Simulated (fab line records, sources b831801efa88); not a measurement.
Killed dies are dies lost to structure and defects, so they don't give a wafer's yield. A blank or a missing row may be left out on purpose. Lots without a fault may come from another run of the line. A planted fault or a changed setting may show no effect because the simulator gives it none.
Problem report in the 8D (eight disciplines) form, filled by code | flow sfq_line | the parts of the form that need people (team, actions taken, sign-off) are left out

1. THE PROBLEM
run_length_s at SFQ_TRILAYER_I3_VIA_BARC_OPEN_VIA_ETCH_121 reads a mean of 87.7 s on 2 wafers of 1 lot; wafers without a fault read 70.0 s with a standard deviation of 0.46. That is +38 standard deviations from the usual mean.
The step: etches BARC in O2, target depth 125 nm, time 41.7 s.
First seen on wafer L722.1, day 39 14:20, on rie_diel-04. The record holds 15 wafers of 5 lots with a number at this step. Rule for "out", or "out of limits": more than 4 standard deviations from the usual mean. The other wafers with a number count as sound.

2. WHAT IT IS AND WHAT IT IS NOT
question                    | is                           | is not
which readings at this step | run_length_s, oes_product_au | drypump_motor_current_A, rf_fwd_power_W
which lots                  | L722                         | L709, L713, L719, L725
which wafers of those lots  | L722.1, L722.3               | L722.4
read on which tools         | rie_diel-04                  | rie_diel-02, rie_diel-03
when                        | from day 39 14:20            | up to then (10 sound wafers); but 3 sound wafers of L725 came after

3. SUSPECTS, AND WHAT RULES EACH OUT
Counting: a tool at a process step up to the reading stays a suspect if it ran every lot that is out. Sound lots after the first of them don't rule it out here, since some wafers of a struck lot are sound.
- pecvd-02 at SFQ_TRILAYER_I3_DEP_PECVD_081 (deposits SiO2 from SiH4/N2O, time 111.11 s, target thk 500 nm): kept. It ran the lot that is out, L722 (day 39 05:26); its last sound lot up to then is L719 (day 38 22:14).
- cmp-02 at SFQ_TRILAYER_I3_CMP_CMP_082 (polishes SiO2): kept. It ran the lot that is out, L722 (day 39 07:43); its last sound lot up to then is L713 (day 38 07:49).
- film_metro-02 at SFQ_TRILAYER_I3_METRO_MEASURE_083: kept. It ran the lot that is out, L722 (day 39 10:50); its last sound lot up to then is L713 (day 38 10:38).
- rie_diel-04 at SFQ_TRILAYER_I3_VIA_BARC_OPEN_VIA_ETCH_121 (etches BARC in O2, target depth 125 nm, time 41.7 s): kept. It ran the lot that is out, L722 (day 39 14:20); its last sound lot up to then is L709 (day 34 14:34). Its own readings are out on those wafers: oes_product_au, run_length_s.
- Within cmp-02 at SFQ_TRILAYER_I3_CMP_CMP_082: the wafers that are out ran in chambers 0, 1; their sound lot-mates ran in chamber 3.
- Within rie_diel-04 at SFQ_TRILAYER_I3_VIA_BARC_OPEN_VIA_ETCH_121: the wafers that are out ran in chambers 0, 1; their sound lot-mates ran in chamber 2.
Left after counting: pecvd-02 at SFQ_TRILAYER_I3_DEP_PECVD_081, cmp-02 at SFQ_TRILAYER_I3_CMP_CMP_082, film_metro-02 at SFQ_TRILAYER_I3_METRO_MEASURE_083, rie_diel-04 at SFQ_TRILAYER_I3_VIA_BARC_OPEN_VIA_ETCH_121.

4. THE CAUSE (what the simulator had put in)
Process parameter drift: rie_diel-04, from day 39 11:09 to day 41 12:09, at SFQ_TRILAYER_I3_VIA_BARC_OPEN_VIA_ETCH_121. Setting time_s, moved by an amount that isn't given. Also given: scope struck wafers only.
Counting left 4 suspects, and this tool is among them.

5. THE CHAIN OF EFFECTS, in route order
Each row: a reading whose mean over the struck wafers that have a number lies more than 3 standard deviations from the usual. Only readings for which the record gives a usual standard deviation are gone through. hours: the time from each lot's start at the first step in this table that gives one to its start at this step, as a median over the lots. sigmas: the change in usual standard deviations.
hours | step                                       | reading        | usual      | on struck wafers | change | sigmas
0     | SFQ_TRILAYER_I3_VIA_BARC_OPEN_VIA_ETCH_121 | oes_product_au | 0.684 a.u. | 0.595            | -0.089 | -19
0     | SFQ_TRILAYER_I3_VIA_BARC_OPEN_VIA_ETCH_121 | run_length_s   | 70.0 s     | 87.7             | +17.7  | +38
The process steps in it:
- SFQ_TRILAYER_I3_VIA_BARC_OPEN_VIA_ETCH_121: etches BARC in O2, target depth 125 nm, time 41.7 s.

6. WHAT WOULD HAVE CAUGHT IT SOONER
In this record the first reading out of limits was taken at day 39 14:20, 3 hours after the fault began at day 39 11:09.
